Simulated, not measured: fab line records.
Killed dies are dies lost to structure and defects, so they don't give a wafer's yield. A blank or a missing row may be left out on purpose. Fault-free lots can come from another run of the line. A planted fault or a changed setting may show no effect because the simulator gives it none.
Which tool was responsible? | flow gf180mcu | Sampling: 15 lots, 45 wafers, 3 of 602 route steps

WHAT THE GAUGES READ, wafer by wafer
GF_V3_THK_MEAS_25: measures by xrf. Usual: V3_W_THK gives 347 nm (standard deviation 4.4).
lot  | measured     | on            | V3_W_THK (nm) | flag
L988 | day 22 19:52 | film metro-01 | 347 351 348   |
L989 | day 23 05:31 | film metro-03 | 349 347 354   |
L990 | day 23 09:12 | film metro-02 | 351 351 351   |
L991 | day 23 18:02 | film metro-03 | 352 351 348   |
L992 | day 24 01:23 | film metro-02 | 354 356 354   |
L994 | day 24 22:34 | film metro-02 | 345 353 349   |
L995 | day 25 06:26 | film metro-01 | 336 336 344   |
L996 | day 25 10:02 | film metro-03 | 345 346 347   |
L104 | day 28 05:20 | film metro-03 | 344 339 344   |
L105 | day 28 13:20 | film metro-01 | 348 348 346   |
L106 | day 28 19:40 | film metro-03 | 345 346 346   |
L107 | day 28 23:14 | film metro-03 | 335 344 349   |
L108 | day 29 08:22 | film metro-03 | 345 344 344   |
L109 | day 29 14:53 | film metro-01 | 340 343 344   |
L110 | day 29 20:46 | film metro-01 | 344 344 340   |

GF_V4_THK_MEAS_01. Usual: V4_CVD_00_THK gives 602 nm (standard deviation 5.9).
lot  | measured     | on            | V4_CVD_00_THK (nm) | flag
L988 | day 23 19:55 | film metro-01 | 598 596 601        |
L989 | day 24 05:09 | film metro-04 | 601 603 608        |
L990 | day 24 09:13 | film metro-01 | 609 600 600        |
L991 | day 24 17:17 | film metro-04 | 595 600 592        |
L992 | day 25 00:09 | film metro-04 | 607 604 601        |
L994 | day 25 21:14 | film metro-04 | 607 595 599        |
L995 | day 26 04:59 | film metro-01 | 589 595 597        |
L996 | day 26 08:28 | film metro-04 | 600 593 608        |
L104 | day 29 02:02 | film metro-04 | 603 596 603        |
L105 | day 29 09:52 | film metro-02 | 602 595 600        |
L106 | day 29 15:52 | film metro-01 | 597 609 603        |
L107 | day 29 20:11 | film metro-02 | 615 614 613        |
L108 | day 30 04:31 | film metro-04 | 612 604 616        |
L109 | day 30 10:46 | film metro-01 | 601 607 597        |
L110 | day 30 16:35 | film metro-02 | 595 602 601        |

TOOL THAT RAN EACH LOT (tool first, then ch and the chambers of the sampled wafers, then the start)
lot  | GF_M4_SPUTTER_00
L988 | pvd sputter-03, day 22 20:13
L989 | pvd sputter-01, day 23 05:52
L990 | pvd sputter-01, day 23 09:34
L991 | pvd sputter-01, day 23 18:24
L992 | pvd sputter-03, day 24 01:45
L994 | pvd sputter-01, day 24 22:55
L995 | pvd sputter-03, day 25 06:47
L996 | pvd sputter-04, day 25 10:23
L104 | pvd sputter-01, day 28 05:40
L105 | pvd sputter-03, day 28 13:41
L106 | pvd sputter-01, day 28 20:01
L107 | pvd sputter-04, day 28 23:35
L108 | pvd sputter-01, day 29 08:49
L109 | pvd sputter-01, day 29 15:15
L110 | pvd sputter-04, day 29 21:08
- GF_M4_SPUTTER_00: material Ti, target thk 37.5 nm, time 150 s.

AS READ BY THE TOOLS THEMSELVES (means over the sampled wafers that have a number; for cases with no such wafer, the mark the record gives instead)
GF_M4_SPUTTER_00. Usual: substrate temp c 199.99 C, standard deviation 0.15; throttle valve pct 30.1 %, standard deviation 0.99.
lot  | tool           | substrate temp c (C) | throttle valve pct (%) | flag
L988 | pvd sputter-03 | 199.83               | 31.4                   |
L989 | pvd sputter-01 | 199.98               | 30.3                   |
L990 | pvd sputter-01 | 200.01               | 30.7                   |
L991 | pvd sputter-01 | 200.02               | 30.5                   |
L992 | pvd sputter-03 | 200.08               | 30.4                   |
L994 | pvd sputter-01 | 200.07               | 29.6                   |
L995 | pvd sputter-03 | 199.94               | 30.3                   |
L996 | pvd sputter-04 | 199.99               | 29.1                   |
L104 | pvd sputter-01 | 200.00               | 30.6                   |
L105 | pvd sputter-03 | 199.84               | 30.4                   |
L106 | pvd sputter-01 | 200.12               | 29.7                   |
L107 | pvd sputter-04 | 200.10               | 30.0                   |
L108 | pvd sputter-01 | 200.15               | 29.9                   |
L109 | pvd sputter-01 | 199.99               | 30.9                   |
L110 | pvd sputter-04 | 199.96               | 29.4                   |

THE ANSWER, worked out from the rows above alone
Rule: take the mean of a lot's wafers that have a number; if it is more than 3 standard deviations from the usual mean, the lot is off. Also off: a lot with no number at a reading for which 4 or more lots have one. All remaining lots with rows at the step are treated as sound. The gauges are gone through in route order, then the tools' own readings, and for those a lot's mean is taken as printed above. The first step at which some lot is off is used, and at that step the reading that is off furthest; a lot without a number counts as furthest.
Across all readings shown, no lot is off: no conclusion can be drawn from this.

WHAT THE SIMULATOR PUT IN
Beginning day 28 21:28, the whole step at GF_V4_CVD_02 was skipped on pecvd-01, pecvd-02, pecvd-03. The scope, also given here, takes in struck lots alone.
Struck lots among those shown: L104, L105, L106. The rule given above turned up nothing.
